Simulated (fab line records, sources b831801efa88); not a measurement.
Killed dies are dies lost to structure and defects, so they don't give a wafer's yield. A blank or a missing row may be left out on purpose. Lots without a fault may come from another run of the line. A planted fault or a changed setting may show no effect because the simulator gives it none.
One fault seen from 2 desks | flow gf180mcu | each desk has only its own numbers; what lay behind them comes last

THE METROLOGY DESK
What the gauges read, lot by lot, whatever tool the lot ran on: means of the sampled wafers that have a number. A lot is out of limits, marked OUT, if its mean lies more than 4 standard deviations from the usual mean; the brackets give that distance.
Columns: A = STI_OXIDATION_01_THK at GF_STI_THK_MEAS_22, usual 15.11 nm; B = NWELL_OVL at GF_NWELL_OVL_MEAS_07, usual 0.6 nm; C = MVSD_TW at GF_MVSD_TW_MEAS_11, usual 1578; D = MVSD_RS at GF_VT_IMPLANT_RS_MEAS_46, usual 456.7 ohm/sq
lot  | first seen here | A     | B    | C               | D
L543 | day 2 05:32     | 15.32 | 0.5  | 1562            | 455.8
L544 | day 2 08:52     | 15.58 | 1.9  | 1587            | 453.7
L545 | day 2 13:56     | 15.01 | 2.2  | 1569            | 456.3
L546 | day 2 19:06     | 15.07 | 0.5  | 1601            | 457.1
L547 | day 2 23:25     | 15.12 | 0.7  | 1565            | 456.1
L548 | day 3 06:42     | 14.82 | -2.6 | 1568            | 455.1
L549 | day 3 11:03     | 14.94 | 2.0  | 1577            | 457.6
L550 | day 3 15:38     | 14.87 | -0.6 | 1579            | 457.3
L554 | day 4 15:19     | 15.10 | -1.5 | 1612            | 434.6 (-17) OUT
L556 | day 5 01:58     | 15.21 | 1.8  | 1677 (+9.0) OUT | 411.9 (-34) OUT
L557 | day 5 07:31     | 15.06 | 1.1  | 1638 (+5.4) OUT | 434.1 (-17) OUT
L562 | day 6 07:38     | 15.41 | 0.7  | 1565            | 459.5
L563 | day 6 11:50     | 15.27 | 0.6  | 1573            | 455.7
This desk's finding: out of limits on L554, L556, L557; first on L556, day 7 18:58 (MVSD_TW at GF_MVSD_TW_MEAS_11). In limits: L543, L544, L545, L546, L547, L548, L549, L550, L562, L563.

THE TOOL OWNER'S DESK: implanter-03
The tool's own readings at GF_MVSD_IMPLANT_08: means of the sampled wafers that have a number, for each lot that ran on this tool. A lot is out of limits, marked OUT, if its mean lies more than 4 standard deviations from the usual mean; the brackets give that distance.
Columns: A = beam_on_s at GF_MVSD_IMPLANT_08, usual 10.00 s; B = faraday_current_uA at GF_MVSD_IMPLANT_08, usual 90.2
lot  | first seen here | A                | B
L544 | day 4 15:25     | 10.10            | 89.4
L546 | day 5 03:37     | 9.85             | 91.3
L547 | day 5 07:35     | 9.86             | 91.4
L549 | day 5 19:11     | 10.08            | 89.6
L554 | day 7 08:47     | 11.14 (+6.3) OUT | 82.2 (-5.0) OUT
L556 | day 7 18:37     | 12.16 (+12) OUT  | 74.1 (-10) OUT
L557 | day 7 22:11     | 11.19 (+6.6) OUT | 81.9 (-5.2) OUT
This desk's finding: out of limits on L554, L556, L557; first on L554, day 7 08:47 (beam_on_s at GF_MVSD_IMPLANT_08). In limits: L544, L546, L547, L549.

PUT TOGETHER
The tool owner's desk could have raised an alarm at day 7 08:47, on L554, L556, L557.
The metrology desk could have raised an alarm at day 7 18:58, on L554, L556, L557.
Of the lots named, all ran GF_MVSD_IMPLANT_08 on implanter-03.

WHAT THE SIMULATOR HAD PUT IN
Process parameter drift: implanter-03, from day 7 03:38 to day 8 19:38, at GF_MVSD_IMPLANT_08. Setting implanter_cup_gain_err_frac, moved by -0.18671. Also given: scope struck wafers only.
Lots struck among those shown: L554, L556, L557.
Hours from the fault's start to each desk's first reading out of limits: the tool owner's desk, 5; the metrology desk, 15.
